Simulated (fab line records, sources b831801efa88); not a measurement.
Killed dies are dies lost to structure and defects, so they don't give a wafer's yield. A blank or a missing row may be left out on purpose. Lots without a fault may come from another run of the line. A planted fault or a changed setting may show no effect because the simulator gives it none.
A struck lot beside a sound one | flow gf180mcu | 16 steps out of a route of 602
Sound: wafers L443.1, L443.2, L443.4. Struck: wafer L453.2. (L453.4, L453.5 of the same lot were not struck and are left out.) The cause comes at the end.
At each step with rows: each side's tool, then ch and its chambers, then its first start. Under that, the readings that differ: sound wafers | struck wafers | difference of the means | sigmas: that difference in standard deviations of wafers without a fault.
alike: readings whose means differ by less than 2 such deviations, and words and numbers that are the same on both sides. not compared: withheld readings, readings that some wafer has no value for, bounds like >300 that may hide the same value, and numbers for which the record gives no deviation and whose values overlap.
The two part at a step that has a row with sigmas, a row that says differs or no value, or rows on one side only. Numbers that don't overlap but have no deviation are shown without sigmas and don't part them. A reading that every wafer of one side lacks parts them only if that side has two wafers or more.

GF_M3_SPUTTER_04: material TiN, target thk 50 nm, time 41.7 s.
  sound on pvd_sputter-02, day 23 06:46; struck on pvd_sputter-02, day 26 09:49
  alike: throttle_valve_pct
GF_M3_RS_MEAS_05: measures by four-point-probe.
  sound on film_metro-01, day 23 06:49; struck on film_metro-02, day 26 09:52
  alike: M3_ALCU_RS
GF_M3_THK_MEAS_06: measures by xrf.
  sound on film_metro-01, day 23 06:56; struck on film_metro-02, day 26 09:59
  alike: M3_ALCU_THK
then, 7 steps without rows for these wafers: GF_M3_DEHYDRATE_07 (time 60 s); GF_M3_HMDS_08 (prime time 60 s); GF_M3_COAT_09 (resist thk 1000 nm); GF_M3_SOFTBAKE_10 (time 60 s); GF_M3_EXPOSE_11 (exposes mask Metal3, target cd 280 nm); GF_M3_PEB_12 (peb time 90 s); GF_M3_DEVELOP_13 (develop time 60 s).
GF_M3_CD_MEAS_14: target cd 280 nm.
  sound on cd_sem-02, day 24 04:49; struck on cd_sem-02, day 27 06:11
  alike: cd_nm
GF_M3_OVL_MEAS_15:
  sound on overlay-01, day 24 04:56; struck on overlay-02, day 27 06:18
  alike: M3_OVL
GF_M3_METAL_ETCH_16: etches the open film in Cl2/BCl3, stops on SiO2, target depth 750.8 nm, time 125.1 s.
  sound on rie_metal-01 ch 0,1, day 24 04:59; struck on rie_metal-01 ch 1, day 27 06:20
  reading                             | sound             | struck | difference | sigmas
  model.KrF_of_M3_COAT_09.thk_nm (nm) | 678.1 688.9 682.6 | 526.1  | -157.1     |
  alike: drypump_motor_current_A, oes_product_au, throttle_valve_pct
  not compared: rf_hours_counter_h
GF_M3_STRIP_17: strips in O2/N2.
  sound on plasma_asher-03 ch 0,1, day 24 05:07; struck on plasma_asher-03 ch 1, day 27 06:28
  reading                      | sound             | struck | difference | sigmas
  oes_product_au (a.u.)        | 0.531 0.544 0.541 | 0.479  | -0.060     | -12
  strip_time_to_endpoint_s (s) | 7.31 7.43 7.36    | 5.80   | -1.57      | -34
  alike: drypump_motor_current_A, heater_power_w
  not compared: rf_hours_counter_h
then, 1 step without rows for these wafers: GF_M3_STRIP_18 (strips in post etch residue remover, time 1200 s).
-- the record jumps here: 7 days lie between the struck wafers' starts before and after (it left off in module M3 and takes up again in module PASSIVATION, whose first step shown is number 602 of the route) --
GF_PASSIVATION_PROBE_99:
  the record has rows for the struck wafers here (prober-01, day 34 10:58) and none for the sound ones

WHERE THEY PART
First at GF_M3_STRIP_17; last, within this record, at GF_PASSIVATION_PROBE_99.

WHY: what the simulator had put in
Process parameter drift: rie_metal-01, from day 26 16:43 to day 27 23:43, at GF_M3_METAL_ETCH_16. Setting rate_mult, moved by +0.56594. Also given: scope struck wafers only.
